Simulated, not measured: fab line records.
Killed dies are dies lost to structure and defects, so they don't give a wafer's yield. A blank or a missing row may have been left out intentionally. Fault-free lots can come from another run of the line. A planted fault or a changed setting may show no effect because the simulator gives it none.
Chamber matching	flow gf180mcu	4 sister chambers for GF_V4_CMP_04 on cmp-02
The step polishes SiO2. 4 wafers are shown with their chamber, then 8 later ones without.

== EACH WAFER AND ITS CHAMBER ==
wafer	chamber	motorCurrentA (A)
L704.2	1	14.3
L709.2	0	12.5
L709.4	2	13.6
L712.3	3	9.6

== WAFERS WITH NO CHAMBER GIVEN ==
wafer	motorCurrentA (A)
L712.5	14.4
L712.6	13.7
L713.1	15.1
L713.5	11.6
L713.6	9.9
L715.3	13.2
L715.4	11.7
L715.5	12.7

== THE CHAMBER EACH PASSED THROUGH ==
wafer	from the rows above	in truth
L712.5	can't be placed: 1 or 2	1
L712.6	can't be placed: 2 or 1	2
L713.1	can't be placed: 1 or 2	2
L713.5	0	0
L713.6	3	3
L715.3	can't be placed: 2 or 0 or 1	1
L715.4	0	0
L715.5	can't be placed: 0 or 2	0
Placed correctly: 3 of 8. Can't be placed from these rows: 5 (the true chamber is among the candidates in 5). Placed wrongly: 0.
How it was worked out, from the rows above alone: a wafer's distance from a chamber is the root of the sum, over the readings, of the square of ((its reading less the chamber's mean) divided by the reading's scatter). If the next closest chamber is less than 2 further off than the closest, the wafer can't be placed; otherwise it belongs to the closest. For every chamber, the mean is computed from those of its wafers that are shown. The scatter (one wafer shown for each chamber): square how far every hidden wafer sits from the nearest shown wafer, average those squares and take the square root.
